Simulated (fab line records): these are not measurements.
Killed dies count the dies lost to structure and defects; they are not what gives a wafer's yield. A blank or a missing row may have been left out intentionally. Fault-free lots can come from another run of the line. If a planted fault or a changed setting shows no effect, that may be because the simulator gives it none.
Problem report, 8D (eight disciplines) form, completed by code ; flow gf180mcu ; the parts of the form that need people (team, actions taken, sign-off) are left out

== 1. PROBLEM STATEMENT ==
Across 6 wafers from 2 lots, NWELL_TW at GF_NWELL_TW_MEAS_11 averages 30, while fault-free wafers read 1580 with a standard deviation of 11. So: -99 or more standard deviations from the usual mean.
First observed at day 5 14:33: wafer L147.2, on film_metro-01. At this step, 42 wafers from 14 lots have a number in the record. Rule for "out" (also "out of limits"): further than 4 standard deviations from the usual mean. All remaining wafers that have a number are taken as sound.

== 2. WHAT IT IS, AND WHAT IT ISN'T ==
question;is;is not
which readings at this step;NWELL_TW;-
which lots;L147, L148;L137, L138, L141, L142, L144, L146, L150, L153, L156, L157, L159, L160
which wafers of those lots;all that have a number;-
read on which gauges;film_metro-01, film_metro-04;film_metro-03
when;from day 5 14:33;"up to then (18 sound wafers); but 18 sound wafers of L150, L153, L156, L157, L159, L160 came after"

== 3. THE SUSPECTS, EACH WITH WHAT RULES IT OUT ==
Counting: any tool at a process step up to the reading is kept as a suspect provided that every lot that is out went through it and no sound lot did after the first of them.
- the gauge at GF_NWELL_TW_MEAS_11 is ruled out. Those wafers that are out were read across 2 gauges (film_metro-01, film_metro-04).
- plasma_asher-02 at GF_DNWELL_STRIP_08 (strips in O2/N2): ruled out as a lasting fault. After its first lot that is out, L147 (day 4 23:49), sound lots L157 ran on it.
Left after counting: nothing in the record.

== 4. THE CAUSE (what the simulator had put in) ==
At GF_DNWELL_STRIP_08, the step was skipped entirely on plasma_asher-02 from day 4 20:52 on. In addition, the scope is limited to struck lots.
The count ruled it out by mistake, since the rule takes a fault to strike every lot its tool runs from the start of the fault on, and this one did not do so.

== 5. THE EFFECT CHAIN, in route order ==
One row per reading whose mean, taken over the struck wafers that have a number, lies over 3 standard deviations from the usual. Scope: only readings with a usual standard deviation given in the record; hours: median across lots of the time from each lot's start at the first step in this table that gives one to its start at this step; sigmas: change in usual standard deviations.
hours;step;reading;usual;on struck wafers;change;sigmas
0;GF_NWELL_STRIP_10;oes_product_au;0.723 a.u.;0.741;+0.018;+4.0
0;GF_NWELL_STRIP_10;strip_time_to_endpoint_s;37.00 s;81.28;+44.28;+99 or more
0;GF_NWELL_TW_MEAS_11;NWELL_TW;1580;30;-1550;-99 or more
Process steps it contains:
- GF_NWELL_STRIP_10: strips in O2/N2.
Readings that are blank on the struck wafers while sound wafers have them: chamber_pressure_mTorr at GF_DNWELL_STRIP_08; drypump_motor_current_A at GF_DNWELL_STRIP_08; heater_power_w at GF_DNWELL_STRIP_08; oes_product_au at GF_DNWELL_STRIP_08; strip_time_to_endpoint_s at GF_DNWELL_STRIP_08.
Later steps that measure or inspect, where all struck wafers having a row at the step show a number for every such reading and not one has moved that far: GF_VT_IMPLANT_OVL_MEAS_07, GF_VT_IMPLANT_TW_MEAS_32, GF_POLY_GATE_OVL_MEAS_11.

== 6. WHAT WOULD HAVE CAUGHT IT SOONER ==
18 hours passed between the start of the fault at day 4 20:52 and the first reading out of limits at a measuring or inspecting step in this record, taken at day 5 14:33.
At GF_DNWELL_STRIP_08 the tool's readings are blank on the struck wafers, where sound wafers have them: an empty tool record is the first sign, and it was there at once.
